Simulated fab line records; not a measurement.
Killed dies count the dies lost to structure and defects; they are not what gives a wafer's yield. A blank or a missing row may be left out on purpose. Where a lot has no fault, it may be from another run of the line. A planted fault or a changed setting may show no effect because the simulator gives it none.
What tool caused it? ; flow sky130 ; 33 wafers from 11 lots sampled at 2 of the route's 708 steps

WHAT THE GAUGES READ, wafer by wafer
SKY_CONTACT_CD_MEAS_14: the cd target is 170 nm. Usual: cdNm at 170.2 nm, with a standard deviation of 1.9.
lot;measured;on;cdNm (nm);flag
L707;day 30 17:34;cdSem-01;170.3 171.0 170.0;
L709;day 31 16:35;cdSem-02;167.8 169.6 168.1;
L713;day 33 14:56;cdSem-01;172.4 172.6 173.9;
L714;day 33 19:01;cdSem-02;171.7 169.7 170.9;
L715;day 34 10:02;cdSem-01;170.1 170.4 172.1;
L723;day 37 04:58;cdSem-01;169.8 170.3 169.9;
L722;day 37 05:04;cdSem-01;171.1 171.4 172.2;
L725;day 37 06:54;cdSem-01;170.8 171.4 170.9;
L726;day 37 16:04;cdSem-02;169.8 169.6 171.1;
L728;day 39 02:14;cdSem-01;167.8 168.9 169.0;
L730;day 39 06:43;cdSem-02;166.6 168.5 166.6;

WHAT TOOL EACH LOT RAN ON (gives the tool, then ch and the chambers of the sampled wafers, and finally the start)
lot;SKY_LOCAL_INTERCONNECT_METAL_ETCH_14
L707;rieMetal-03 ch 1, day 29 12:44
L709;rieMetal-04 ch 0,1, day 30 12:22
L713;rieMetal-03 ch 1, day 32 11:13
L714;rieMetal-02 ch 0,1, day 32 15:17
L715;rieMetal-04 ch 0,1, day 33 06:52
L723;rieMetal-04 ch 0,1, day 36 00:42
L722;rieMetal-03 ch 0,1, day 36 01:23
L725;rieMetal-02 ch 0,1, day 36 02:48
L726;rieMetal-02 ch 0,1, day 36 12:44
L728;rieMetal-04 ch 0,1, day 38 00:32
L730;rieMetal-02 ch 0,1, day 38 04:46
- SKY_LOCAL_INTERCONNECT_METAL_ETCH_14: etches TiN in Cl2/BCl3, stops on PSG, target depth 110 nm, time 31.4 s.

AS READ BY THE TOOLS THEMSELVES (means over the sampled wafers that have a number; for cases with no such wafer, the mark the record gives instead)
SKY_LOCAL_INTERCONNECT_METAL_ETCH_14. Usual: bcl3FlowSccm 30.01 sccm, standard deviation 0.085; biasW 48.46 W, standard deviation 0.14; drypumpMotorCurrentA 5.7 A, standard deviation 0.46; oesProductAu 0.943 a.u., standard deviation 0.0084; throttleValvePct 21.900 %, standard deviation 0.0097.
lot;tool;bcl3FlowSccm (sccm);biasW (W);drypumpMotorCurrentA (A);oesProductAu (a.u.);throttleValvePct (%);flag
L707;rieMetal-03;30.00;48.30;5.7;0.947;21.895;
L709;rieMetal-04;30.08;48.33;6.0;0.949;21.896;
L713;rieMetal-03;30.16;48.49;5.7;0.934;21.898;
L714;rieMetal-02;30.04;48.43;5.2;0.938;21.894;
L715;rieMetal-04;30.00;48.45;6.0;0.943;21.902;
L723;rieMetal-04;29.97;48.50;6.0;0.940;21.911;
L722;rieMetal-03;29.95;48.52;5.9;0.937;21.891;
L725;rieMetal-02;29.93;48.38;5.5;0.945;21.902;
L726;rieMetal-02;30.08;48.45;5.2;0.940;21.896;
L728;rieMetal-04;30.03;48.55;6.0;0.938;21.898;
L730;rieMetal-02;29.95;48.57;5.2;0.944;21.905;

THE ANSWER, worked out from the rows above alone
Rule: a lot counts as off when the mean over its wafers that have a number is more than 3 standard deviations away from the usual mean. A lot without any number at a reading at which 4 lots or more have one is off too. The other lots that the step has rows for count as sound. Order of review: gauges by route order, followed by the tools' own readings, for which a lot's mean as printed above is used. The first step at which some lot is off is used, and at that step the reading that is off furthest; a lot without a number counts as furthest.
No lot is off on any of the readings shown, so nothing can be concluded from this.

WHAT THE SIMULATOR HAD PUT IN
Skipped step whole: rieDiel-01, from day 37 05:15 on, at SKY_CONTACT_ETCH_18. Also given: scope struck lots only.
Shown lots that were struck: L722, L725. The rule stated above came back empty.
